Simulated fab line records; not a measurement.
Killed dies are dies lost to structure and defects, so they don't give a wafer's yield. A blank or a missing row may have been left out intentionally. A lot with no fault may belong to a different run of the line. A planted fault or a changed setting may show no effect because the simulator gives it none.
fab line records	flow sfq_line
record lots=6	wafers=18	last_day=80
route steps=325 shown M1@62 I1@73 M2@88
lots that met no fault: taken from a fault-free run of the same line
start_h: the number of hours between the record's first day and the start of the first shown wafer of the lot	wait_h: hours since the lot's step before	" the same as in the row above	L1.1+2: several wafers, shown together as one row	- value missing, or start not given	* or withheld: withheld	< > ~ a bound
route shown NAME@n: a module of which the file shows steps, and the number in the route of the first	usual: mean/standard deviation taken from wafers without a fault	same: alike in all rows	chamber/n: place in a boat	sites: readings site by site	_std_site: the values' standard deviation	_edge_site: outer sites' mean less inner sites'	radius_mm: how far each site lies from the wafer's centre	mask NAME#n: copy n	behind: the most recent tool/chamber to have shaped the wafer	hold: why the lot was held/for how many hours/how that ended	device: names the non-switching transistor (n, p or np)	end of line: at the end of the route, the tests of the same wafers	step lacking rows: just its recipe	killed: dies lost to structure and defects at the first sort, not the wafer's yield	map: dies across one wafer; x = killed, . = not, _ = none there
set.NAME: the run value of the setting; set.NAME@STEP: its run value at that earlier step	model.NAME: the simulator's own value behind a step, which no gauge read
lots at selected steps of the route; one table per step, one row per wafer
services: when a tool's chamber went out of use (start_h, in hours from the record's first day, below 0 if earlier), for how many hours, and the reason
## steps
# step SFQ_TRILAYER_M1_LITHO_COAT_044
# recipe resist=BARC	spin_rpm=3000	resist_thk_nm=62
# step SFQ_TRILAYER_M1_LITHO_COAT_039
# recipe resist=KrF	spin_rpm=3000	resist_thk_nm=600
# step SFQ_TRILAYER_M1_LITHO_SOFTBAKE_043
# recipe temp_c=withheld	time_s=withheld	resist=KrF
# step SFQ_TRILAYER_M1_LITHO_EXPOSE_040
# recipe mask_id=M1	na=0.6	source_shape=conventional	sigma_outer=0.65	target_cd_nm=500	dose_mj=14.4
# step SFQ_TRILAYER_M1_LITHO_PEB_042
# recipe peb_temp_c=115	peb_time_s=60	resist=KrF
# step SFQ_TRILAYER_M1_LITHO_DEVELOP_041
# recipe time_s=60	resist=KrF
# step SFQ_M1_OVL_MEAS_911
# usual M1_OVL=0/4.8
lot.wafer	tool	chamber	start_h	wait_h	M1_OVL[nm]
L719.3	overlay-01	-	365.33	0.1	-1
L719.5	"	-	"	"	10
L719.6	"	-	"	"	4
L720.2	overlay-02	-	372.00	0.1	-5
L720.5	"	-	"	"	-3
L720.6	"	-	"	"	-5
L730.1	overlay-01	-	615.68	0.1	0
L730.2	"	-	"	"	2
L730.4	"	-	"	"	-1
L732.1	overlay-02	-	637.41	0.1	1
L732.2	"	-	"	"	-7
L732.3	"	-	"	"	-2
L737.1	overlay-01	-	673.53	0.1	8
L737.4	"	-	"	"	7
L737.6	"	-	"	"	3
L740.2	overlay-02	-	710.12	0.1	3
L740.4	"	-	"	"	2
L740.6	"	-	"	"	5
# step SFQ_TRILAYER_M1_BARC_OPEN_METAL_ETCH_054
# recipe mask_material=PR	chemistry=O2	target_depth_nm=125	target=BARC	icp_w=600	bias_w=80	pressure_mtorr=10	time_s=41.7
# usual chamber_pressure_mTorr=9.999/0.0089	drypump_motor_current_A=5.9/0.5	oes_product_au=0.684/0.0046
lot.wafer	tool	chamber	start_h	wait_h	chamber_pressure_mTorr	drypump_motor_current_A	oes_product_au	rf_hours_counter_h
L719.3	rie_metal-01	0	365.40	0.1	10.004	5.9	0.685	-
L719.5	"	0	"	"	10.001	5.8	0.690	-
L719.6	"	0	"	"	10.013	5.8	0.688	-
L720.2	rie_metal-01	0	372.05	0.0	10.017	5.8	0.690	-
L720.5	"	0	"	"	10.003	5.8	0.682	-
L720.6	"	0	"	"	10.004	5.9	0.687	-
L730.1	rie_metal-02	0	615.72	0.0	9.987	4.8	0.680	48
L730.2	"	1	"	"	10.002	6.0	0.681	3
L730.4	"	1	"	"	9.994	6.0	0.686	-
L732.1	rie_metal-01	1	637.44	0.0	9.990	6.1	0.686	39
L732.2	"	0	"	"	9.990	5.9	0.689	8
L732.3	"	1	"	"	9.995	6.0	0.682	-
L737.1	rie_metal-02	1	673.57	0.0	10.014	6.0	0.681	9
L737.4	"	1	"	"	9.998	6.0	0.685	-
L737.6	"	0	"	"	9.994	4.8	0.679	-
L740.2	rie_metal-01	0	710.15	0.0	10.002	5.9	0.682	16
L740.4	"	1	"	"	10.010	6.0	0.679	-
L740.6	"	1	"	"	9.998	6.0	0.683	-
# step SFQ_TRILAYER_M1_ETCH_METAL_ETCH_042
# recipe target=Nb	stop_on=SiO2	mask_material=PR	chemistry=Cl2/Ar	target_depth_nm=240	icp_w=600	bias_w=80	pressure_mtorr=10	time_s=120
# step SFQ_TRILAYER_M1_STRIP_STRIP_043
# recipe gas=O2	power_w=200	platen_temp_c=40	overash_fraction=0.65	chemistry=O2	pressure_mtorr=50
# usual chamber_pressure_mTorr=50.00/0.041	drypump_motor_current_A=5.9/0.5	oes_product_au=0.997/0.0086
lot.wafer	tool	chamber	start_h	wait_h	chamber_pressure_mTorr	drypump_motor_current_A	oes_product_au	rf_hours_counter_h
L719.3	rie_metal-01	0	366.13	0.5	50.00	5.8	1.017	-
L719.5	"	0	"	"	50.05	5.8	1.007	-
L719.6	"	0	"	"	50.03	5.9	1.005	-
L720.2	rie_metal-01	0	372.60	0.4	49.98	5.9	0.997	-
L720.5	"	0	"	"	50.01	5.9	1.004	-
L720.6	"	0	"	"	50.04	5.9	0.998	-
L730.1	rie_metal-02	0	615.90	0.1	49.97	4.8	1.001	48
L730.2	"	1	"	"	49.98	6.0	0.994	3
L730.4	"	1	"	"	49.92	6.0	0.994	-
L732.1	rie_metal-01	1	637.63	0.1	49.98	6.1	0.999	39
L732.2	"	0	"	"	50.00	5.9	1.004	8
L732.3	"	1	"	"	50.04	6.1	0.984	-
L737.1	rie_metal-02	1	673.75	0.1	49.92	6.0	0.997	9
L737.4	"	1	"	"	49.99	6.0	0.987	-
L737.6	"	0	"	"	49.96	4.8	1.017	-
L740.2	rie_metal-01	0	710.34	0.1	50.00	5.9	0.977	17
L740.4	"	1	"	"	49.98	6.1	0.990	-
L740.6	"	1	"	"	50.00	6.0	0.985	-
# step SFQ_TRILAYER_M1_STRIP_SOLV_CLEAN_044
# recipe chemistry=NMP	temp_c=70	time_s=600
# step SFQ_TRILAYER_I1_DEP_PECVD_045
# recipe material=SiO2	temp_c=150	time_s=111.11	pressure_torr=2.4	rf_w=183.3	precursor=SiH4/N2O	target_thk_nm=500
# usual heater_power_w=82/8.9	throttle_valve_pct=24.3/1.2
lot.wafer	tool	chamber	start_h	wait_h	heater_power_w	throttle_valve_pct
L719.3	pecvd-01	1	367.10	0.0	84	25.0
L719.5	"	0	"	"	88	23.8
L719.6	"	1	"	"	88	24.9
L720.2	pecvd-01	1	373.77	0.0	92	24.5
L720.5	"	0	"	"	91	23.6
L720.6	"	1	"	"	78	25.1
L730.1	pecvd-02	1	616.70	0.0	88	23.5
L730.2	"	2	"	"	78	22.5
L730.4	"	1	"	"	74	23.6
L732.1	pecvd-01	0	638.93	0.0	89	24.6
L732.2	"	1	"	"	88	25.5
L732.3	"	2	"	"	69	23.8
L737.1	pecvd-02	2	674.55	0.0	77	22.9
L737.4	"	1	"	"	87	23.7
L737.6	"	0	"	"	76	22.6
L740.2	pecvd-02	1	711.11	0.0	82	24.0
L740.4	"	0	"	"	88	22.8
L740.6	"	2	"	"	85	23.0
# step SFQ_TRILAYER_I1_CMP_CMP_046
# recipe material=SiO2	down_force_psi=3	platen_rpm=60	pad_velocity_m_s=0.94248
# usual head_pressure_psi=3.000/0.0058	motor_current_A=9.9/0.86	time_to_endpoint_s=215/8.6
lot.wafer	tool	chamber	start_h	wait_h	head_pressure_psi	motor_current_A	time_to_endpoint_s	model.SiO2_of_TRILAYER_I1_DEP_PECVD_045.thk_nm
L719.3	cmp-01	3	368.44	1.3	3.003	9.9	212	201.2
L719.6	"	3	370.44	3.3	3.003	10.3	215	221.9
L719.5	"	0	"	"	3.010	10.6	202	220.3
L720.2	cmp-01	1	374.85	1.0	2.998	11.5	202	198.4
L720.6	"	3	375.85	2.0	3.003	9.9	198	220.8
L720.5	"	0	"	"	3.002	10.0	189	218.5
L730.4	cmp-02	2	617.75	1.0	3.001	10.6	200	199.3
L730.1	"	3	"	"	3.005	10.5	204	203.4
L730.2	"	0	"	"	2.994	9.5	210	201.6
L732.3	cmp-02	1	639.51	0.5	2.997	9.2	220	201.9
L732.1	"	2	"	"	2.994	10.7	197	198.9
L732.2	"	3	"	"	3.006	10.1	211	201
L737.4	cmp-01	2	674.62	0.0	3.000	9.3	211	198.7
L737.1	"	0	675.62	1.0	2.998	10.2	210	198.3
L737.6	"	3	677.12	2.5	2.996	9.5	224	200
L740.4	cmp-02	2	711.69	0.5	2.982	10.4	208	199.9
L740.2	"	0	712.69	1.5	2.995	9.1	207	200
L740.6	"	1	"	"	3.003	8.5	227	202.3
# step SFQ_I1_BOW_MEAS_912
# recipe mode=bow
# usual I1_BOW=4/7.4
lot.wafer	tool	chamber	start_h	wait_h	I1_BOW[um]
L719.3	film_metro-04	-	371.48	2.5	-1
L719.5	"	-	"	"	10
L719.6	"	-	"	"	12
L720.2	film_metro-04	-	376.87	1.5	-7
L720.5	"	-	"	"	1
L720.6	"	-	"	"	-1
L730.1	film_metro-03	-	620.25	1.5	2
L730.2	"	-	"	"	-4
L730.4	"	-	"	"	4
L732.1	film_metro-01	-	642.01	1.5	11
L732.2	"	-	"	"	7
L732.3	"	-	"	"	5
L737.1	film_metro-01	-	677.62	1.5	10
L737.4	"	-	"	"	14
L737.6	"	-	"	"	4
L740.2	film_metro-04	-	714.21	1.0	6
L740.4	"	-	"	"	3
L740.6	"	-	"	"	4
# step SFQ_TRILAYER_I1_METRO_MEASURE_047
# usual thk_nm=200.1/1.2
lot.wafer	tool	chamber	start_h	wait_h	thk_nm
L719.3	film_metro-04	-	371.96	0.5	201.2
L719.5	"	-	"	"	220.5
L719.6	"	-	"	"	222.0
L720.2	film_metro-04	-	377.17	0.3	198.5
L720.5	"	-	"	"	218.3
L720.6	"	-	"	"	220.7
L730.1	film_metro-03	-	620.37	0.1	203.3
L730.2	"	-	"	"	201.4
L730.4	"	-	"	"	199.4
L732.1	film_metro-01	-	642.13	0.1	198.9
L732.2	"	-	"	"	201.0
L732.3	"	-	"	"	201.9
L737.1	film_metro-01	-	677.74	0.1	198.3
L737.4	"	-	"	"	198.8
L737.6	"	-	"	"	200.0
L740.2	film_metro-04	-	714.51	0.3	199.9
L740.4	"	-	"	"	200.0
L740.6	"	-	"	"	202.4
# step SFQ_TRILAYER_I1_VIA_LITHO_COAT_054
# recipe resist=BARC	spin_rpm=3000	resist_thk_nm=62
# step SFQ_TRILAYER_I1_VIA_LITHO_COAT_049
# recipe resist=KrF	spin_rpm=3000	resist_thk_nm=650
# step SFQ_TRILAYER_I1_VIA_LITHO_SOFTBAKE_053
# recipe temp_c=withheld	time_s=withheld	resist=KrF
# step SFQ_TRILAYER_I1_VIA_LITHO_EXPOSE_050
# recipe mask_id=I1	na=0.6	source_shape=conventional	sigma_outer=0.65	target_cd_nm=500	dose_mj=21.3
# step SFQ_TRILAYER_I1_VIA_LITHO_PEB_052
# recipe peb_temp_c=115	peb_time_s=60	resist=KrF
# step SFQ_TRILAYER_I1_VIA_LITHO_DEVELOP_051
# recipe time_s=60	resist=KrF
# step SFQ_I1_OVL_MEAS_913
# usual I1_OVL=-1/4.5
lot.wafer	tool	chamber	start_h	wait_h	I1_OVL[nm]
L719.3	overlay-01	-	521.89	0.1	-2
L719.5	"	-	"	"	-7
L719.6	"	-	"	"	-7
L720.2	overlay-02	-	525.48	0.1	4
L720.5	"	-	"	"	5
L720.6	"	-	"	"	1
L730.1	overlay-02	-	626.91	0.1	-6
L730.2	"	-	"	"	-2
L730.4	"	-	"	"	1
L732.1	overlay-01	-	797.73	0.1	-5
L732.2	"	-	"	"	-2
L732.3	"	-	"	"	-6
L737.1	overlay-01	-	837.38	0.1	-7
L737.4	"	-	"	"	-3
L737.6	"	-	"	"	-9
L740.2	overlay-01	-	874.58	0.1	1
L740.4	"	-	"	"	1
L740.6	"	-	"	"	-3
# step SFQ_TRILAYER_I1_VIA_BARC_OPEN_VIA_ETCH_071
# recipe mask_material=PR	chemistry=O2	target_depth_nm=125	target=BARC	source_w=500	bias_w=80	pressure_mtorr=30	time_s=41.7
# usual chamber_pressure_mTorr=30.000/0.029	drypump_motor_current_A=5.8/0.38	oes_product_au=0.685/0.0049
lot.wafer	tool	chamber	start_h	wait_h	chamber_pressure_mTorr	drypump_motor_current_A	oes_product_au	rf_hours_counter_h
L719.3	rie_diel-01	0	521.91	0.0	30.030	5.4	0.686	0
L719.5	"	2	"	"	29.952	5.3	0.678	-
L719.6	"	3	"	"	29.997	6.3	0.689	-
L720.2	rie_diel-04	3	525.51	0.0	29.979	5.6	0.680	7
L720.5	"	1	"	"	29.980	6.3	0.692	-
L720.6	"	2	"	"	30.034	6.2	0.686	-
L730.1	rie_diel-04	3	626.94	0.0	29.974	5.6	0.684	8
L730.2	"	2	"	"	30.028	6.2	0.675	2
L730.4	"	0	"	"	30.069	5.5	0.683	8
L732.1	rie_diel-04	3	797.76	0.0	29.962	5.6	0.684	10
L732.2	"	0	"	"	30.016	5.4	0.684	10
L732.3	"	1	"	"	29.980	6.3	0.681	4
L737.1	rie_diel-04	3	837.41	0.0	29.994	5.6	0.683	11
L737.4	"	1	"	"	29.999	6.2	0.691	-
L737.6	"	2	"	"	29.946	6.2	0.685	-
L740.2	rie_diel-04	0	874.61	0.0	29.921	5.4	0.684	11
L740.4	"	3	"	"	30.012	5.6	0.690	11
L740.6	"	1	"	"	30.004	6.3	0.677	-
# step SFQ_TRILAYER_I1_VIA_ETCH_VIA_ETCH_052
# recipe target=SiO2	stop_on=Nb	mask_material=PR	taper_deg=20	chemistry=CHF3	target_depth_nm=260	source_w=500	bias_w=80	pressure_mtorr=30	time_s=withheld
# usual chamber_pressure_mTorr=30.00/0.035	drypump_motor_current_A=5.8/0.39	oes_product_au=0.855/0.0049
lot.wafer	tool	chamber	start_h	wait_h	chamber_pressure_mTorr	drypump_motor_current_A	oes_product_au	model.etch.depth_nm	model.I1.feature_depth_nm
L719.3	rie_diel-01	0	521.95	0.0	29.99	5.4	0.857	201.2	201.2
L719.5	"	2	"	"	30.02	5.3	0.901	220.3	220.3
L719.6	"	3	"	"	30.01	6.2	0.912	221.9	221.9
L720.2	rie_diel-04	3	525.55	0.0	30.02	5.6	0.853	198.4	198.4
L720.5	"	1	"	"	30.00	6.3	0.900	218.5	218.5
L720.6	"	2	"	"	30.01	6.2	0.899	220.8	220.8
L730.1	rie_diel-04	3	626.98	0.0	30.00	5.6	0.863	203.4	203.4
L730.2	"	2	"	"	29.96	6.2	0.864	201.6	201.6
L730.4	"	0	"	"	29.99	5.5	0.854	199.3	199.3
L732.1	rie_diel-04	3	797.80	0.0	29.99	5.6	0.849	198.9	198.9
L732.2	"	0	"	"	30.00	5.4	0.852	201	201
L732.3	"	1	"	"	30.05	6.3	0.862	201.9	201.9
L737.1	rie_diel-04	3	837.45	0.0	29.97	5.6	0.844	198.3	198.3
L737.4	"	1	"	"	29.99	6.3	0.851	198.7	198.7
L737.6	"	2	"	"	29.99	6.2	0.849	200	200
L740.2	rie_diel-04	0	874.65	0.0	29.95	5.5	0.853	200	200
L740.4	"	3	"	"	29.97	5.6	0.854	199.9	199.9
L740.6	"	1	"	"	30.05	6.3	0.859	202.3	202.3
# step SFQ_TRILAYER_I1_VIA_STRIP_STRIP_053
# recipe gas=O2	power_w=200	platen_temp_c=40	overash_fraction=0.65	chemistry=O2	pressure_mtorr=50
# usual chamber_pressure_mTorr=50.00/0.041	drypump_motor_current_A=5.9/0.49	oes_product_au=0.994/0.0073
lot.wafer	tool	chamber	start_h	wait_h	chamber_pressure_mTorr	drypump_motor_current_A	oes_product_au	rf_hours_counter_h
L719.3	rie_metal-01	1	522.27	-	50.04	6.1	1.001	-
L719.5	"	0	"	"	50.04	5.9	0.998	-
L719.6	"	1	"	"	49.94	6.1	1.004	-
L720.2	rie_metal-04	1	525.87	-	49.98	5.0	1.006	-
L720.5	"	1	"	"	50.00	5.0	1.001	-
L720.6	"	1	"	"	50.03	5.0	0.997	-
L730.1	rie_metal-01	0	627.10	-	50.00	5.8	0.987	7
L730.2	"	1	"	"	49.98	6.0	0.982	38
L730.4	"	1	"	"	50.03	6.0	0.985	-
L732.1	rie_metal-04	1	797.92	-	49.94	5.1	0.991	4
L732.2	"	0	"	"	50.02	6.1	0.997	40
L732.3	"	1	"	"	50.00	5.0	0.986	-
L737.1	rie_metal-04	1	837.57	-	50.02	5.0	1.000	9
L737.4	"	0	"	"	49.95	6.2	0.999	-
L737.6	"	1	"	"	50.03	5.1	1.004	-
L740.2	rie_metal-03	1	874.77	-	49.97	6.5	0.995	91
L740.4	"	1	"	"	49.98	6.4	0.987	-
L740.6	"	1	"	"	49.92	6.4	0.985	-
# step SFQ_TRILAYER_I1_VIA_STRIP_SOLV_CLEAN_054
# recipe chemistry=NMP	temp_c=70	time_s=600
# step SFQ_TRILAYER_M2_DEP_PRE_CLEAN_056
# recipe gas=Ar	time_s=22.5	bias_v=250
lot.wafer	tool	chamber	start_h	wait_h	model.SiO2_of_TRILAYER_I1_DEP_PECVD_045.thk_nm
L719.3	pvd_sputter-06	-	522.84	0.0	193.7
L719.5	"	-	"	"	212.8
L719.6	"	-	"	"	214.4
L720.2	pvd_sputter-06	-	527.06	0.0	190.9
L720.5	"	-	"	"	211
L720.6	"	-	"	"	213.3
L730.1	pvd_sputter-04	-	627.87	0.0	195.9
L730.2	"	-	"	"	194.1
L730.4	"	-	"	"	191.8
L732.1	pvd_sputter-03	-	798.69	0.0	191.4
L732.2	"	-	"	"	193.5
L732.3	"	-	"	"	194.4
L737.1	pvd_sputter-03	-	838.36	0.0	190.8
L737.4	"	-	"	"	191.2
L737.6	"	-	"	"	192.5
L740.2	pvd_sputter-03	-	875.56	0.0	192.5
L740.4	"	-	"	"	192.4
L740.6	"	-	"	"	194.8
# step SFQ_TRILAYER_M2_DEP_SPUTTER_055
# recipe material=Nb	base_pressure_pa=1.33e-06	chamber_pressure_pa=0.1333	substrate_temp_c=20	resputter_cathode_voltage_v=400	target_thk_nm=200	power_w=2000	time_s=133.3
## services
tool	chamber	start_h	hours	kind
pecvd-01	-	345.99	3.4	repair
rie_metal-02	-	359.72	14.6	pm
rie_metal-01	0	390.42	6.4	repair
rie_metal-01	-	392.58	1.4	pm
rie_metal-02	0	406.78	27.8	repair
rie_diel-04	0	413.14	8.2	repair
rie_diel-04	2	419.55	2.5	repair
rie_diel-04	3	477.91	2.5	repair
rie_diel-04	-	487.50	0.3	repair
rie_metal-02	-	532.75	2.2	repair
rie_diel-04	2	533.77	4.6	repair
rie_diel-04	3	534.09	6.8	repair
rie_metal-01	1	577.41	1.2	repair
rie_diel-04	-	579.75	0.6	repair
rie_metal-02	-	586.96	0.6	repair
rie_diel-04	-	700.05	14.6	pm
rie_metal-02	1	717.69	7.4	repair
rie_metal-01	1	745.96	3.2	repair
rie_diel-04	0	760.55	9.2	repair
rie_metal-02	-	775.70	2.8	pm
rie_diel-04	1	783.60	10.7	repair
rie_metal-01	1	784.84	14.5	repair
rie_diel-04	0	825.81	17.3	repair
rie_metal-02	-	870.95	2.7	repair
## key
first_sign step=SFQ_TRILAYER_I1_METRO_MEASURE_047	reading=thk_nm	direction=up	sigmas=17	usual=200.1	struck=220.4
effect step=SFQ_TRILAYER_I1_VIA_ETCH_VIA_ETCH_052	reading=oes_product_au	direction=up	sigmas=9.9	usual=0.855	struck=0.903
model_effect step=SFQ_TRILAYER_I1_CMP_CMP_046	value=SiO2_of_TRILAYER_I1_DEP_PECVD_045.thk_nm	without=200.4	struck=220.4
model_effect step=SFQ_TRILAYER_I1_VIA_ETCH_VIA_ETCH_052	value=etch.depth_nm	without=200.4	struck=220.4
model_effect step=SFQ_TRILAYER_M2_DEP_PRE_CLEAN_056	value=SiO2_of_TRILAYER_I1_DEP_PECVD_045.thk_nm	without=192.9	struck=212.9
met_at SFQ_TRILAYER_I1_CMP_CMP_046
struck_wafers L719.5,L719.6,L720.5,L720.6
fault kind=process_parameter_drift	tool=cmp-01	chamber=-	onset_h=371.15	steps=SFQ_TRILAYER_I1_CMP_CMP_046	channel=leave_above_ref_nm	offset=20	shape=step	end_h=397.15	scope=struck_wafers_only	acts_in=these_recipes_only	stated=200
